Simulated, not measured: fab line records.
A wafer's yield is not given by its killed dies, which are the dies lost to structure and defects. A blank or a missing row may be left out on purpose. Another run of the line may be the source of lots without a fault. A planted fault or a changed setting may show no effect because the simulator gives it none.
2 desks, one fault / flow sky130 / each desk has only its own numbers; what lay behind them comes last

## TOOL OWNER'S DESK, cvd_w-02
The tool's own readings at SKY_VIA1_CVD_21 (deposits W, target thk 270 nm, time 80.902 s): means of the sampled wafers that have a number, for each lot that ran on this tool. Any lot whose mean is over 4 standard deviations away from the usual mean is out of limits and marked OUT; that distance is given in the brackets.
Columns: A = heater_power_outer_w at SKY_VIA1_CVD_21, usual 502 W; B = heater_power_w at SKY_VIA1_CVD_21, usual 820 W
lot=L256; first seen here=day 34 21:04; A=482; B=806
lot=L262; first seen here=day 37 06:39; A=479; B=813
lot=L265; first seen here=day 38 01:20; A=484; B=807
lot=L267; first seen here=day 38 13:44; A=482; B=818
lot=L273; first seen here=day 40 21:46; A=467; B=771
lot=L274; first seen here=day 40 22:22; A=455; B=765
lot=L275; first seen here=day 41 00:27; A=454; B=763
Result from this desk: across the 7 lots, nothing is out of limits.

## AT THE METROLOGY DESK
Lot by lot, what the gauges showed, no matter which tool ran the lot: averages of those sampled wafers that carry a number. Any lot whose mean is over 4 standard deviations away from the usual mean is out of limits and marked OUT; that distance is given in the brackets.
Columns: A = VIA1_W_RS at SKY_VIA1_RS_MEAS_22, usual 0.425 ohm/sq; B = VIA1_W_THK at SKY_VIA1_THK_MEAS_23, usual 271 nm
lot=L252; first seen here=day 33 12:20; A=0.427; B=270
lot=L256; first seen here=day 34 21:10; A=0.422; B=273
lot=L259; first seen here=day 37 05:00; A=0.421; B=272
lot=L260; first seen here=day 37 06:23; A=0.423; B=272
lot=L262; first seen here=day 37 06:44; A=0.424; B=271
lot=L265; first seen here=day 38 01:27; A=0.471 (+9.6) OUT; B=248 (-7.5) OUT
lot=L267; first seen here=day 38 13:50; A=0.465 (+8.3) OUT; B=251 (-6.3) OUT
lot=L268; first seen here=day 38 22:05; A=0.426; B=271
lot=L269; first seen here=day 40 16:52; A=0.426; B=271
lot=L272; first seen here=day 40 18:07; A=0.426; B=271
lot=L273; first seen here=day 40 21:52; A=0.419; B=276
lot=L271; first seen here=day 40 22:08; A=0.427; B=268
lot=L274; first seen here=day 40 22:28; A=0.429; B=268
lot=L275; first seen here=day 41 00:32; A=0.427; B=271
Per this desk, out of limits: L265, L267; the first was L265, day 38 01:27 (VIA1_W_RS at SKY_VIA1_RS_MEAS_22). L252, L256, L259, L260, L262, L268, L269, L272, L273, L271, L274, L275 stayed within limits.

## ALL TOGETHER
At day 38 01:27 the metrology desk could have sounded an alarm, on L265, L267.
Nothing out of limits was seen by the tool owner's desk.
Tool owner's desk: L265, L267 on record, inside its limits.
The lots listed all ran SKY_VIA1_CVD_21 on cvd_w-02.

## WHAT THE SIMULATOR HAD PUT IN
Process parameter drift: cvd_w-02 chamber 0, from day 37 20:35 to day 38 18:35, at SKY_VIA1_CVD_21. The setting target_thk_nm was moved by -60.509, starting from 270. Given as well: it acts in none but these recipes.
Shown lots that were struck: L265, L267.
Hours from the fault's start to each desk's first reading out of limits: the metrology desk, 5.
